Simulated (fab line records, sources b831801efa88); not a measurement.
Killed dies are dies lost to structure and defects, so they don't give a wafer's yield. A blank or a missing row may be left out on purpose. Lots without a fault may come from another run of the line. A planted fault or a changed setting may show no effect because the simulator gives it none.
Chamber matching | flow sky130 | SKY_CAPM_CVD_00 on pecvd-03: 3 sister chambers
The step deposits SiO2, target thk 15.5 nm. 3 wafers are shown with their chamber, then 10 later ones without.

WAFERS WITH THEIR CHAMBER
wafer  | chamber | heater_power_w (W)
L084.1 | 0       | 728
L084.5 | 2       | 793
L091.5 | 1       | 645

WAFERS WITHOUT THEIR CHAMBER
wafer  | heater_power_w (W)
L091.6 | 733
L093.2 | 595
L093.4 | 848
L093.6 | 735
L094.2 | 917
L094.3 | 618
L094.4 | 712
L097.2 | 594
L097.5 | 587
L097.6 | 870

WHICH CHAMBER EACH WENT THROUGH
wafer  | from the rows above          | in truth
L091.6 | can't be placed: 0 or 2 or 1 | 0
L093.2 | can't be placed: 1 or 0      | 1
L093.4 | can't be placed: 2 or 0      | 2
L093.6 | can't be placed: 0 or 2 or 1 | 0
L094.2 | can't be placed: 2 or 0      | 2
L094.3 | can't be placed: 1 or 0      | 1
L094.4 | can't be placed: 0 or 1 or 2 | 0
L097.2 | can't be placed: 1 or 0      | 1
L097.5 | can't be placed: 1 or 0      | 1
L097.6 | can't be placed: 2 or 0      | 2
Placed correctly: 0 of 10. Can't be placed from these rows: 10 (the true chamber is among the candidates in 10). Placed wrongly: 0.
How it was worked out, from the rows above alone: a wafer's distance from a chamber is the root of the sum, over the readings, of the square of ((its reading less the chamber's mean) divided by the reading's scatter). The wafer belongs to the nearest chamber; if the next one is less than 2 further off, it can't be placed. A chamber's mean is the mean of its shown wafers. The scatter: with one shown wafer a chamber, the root of the mean of the squares of how far each hidden wafer lies from its nearest shown one.
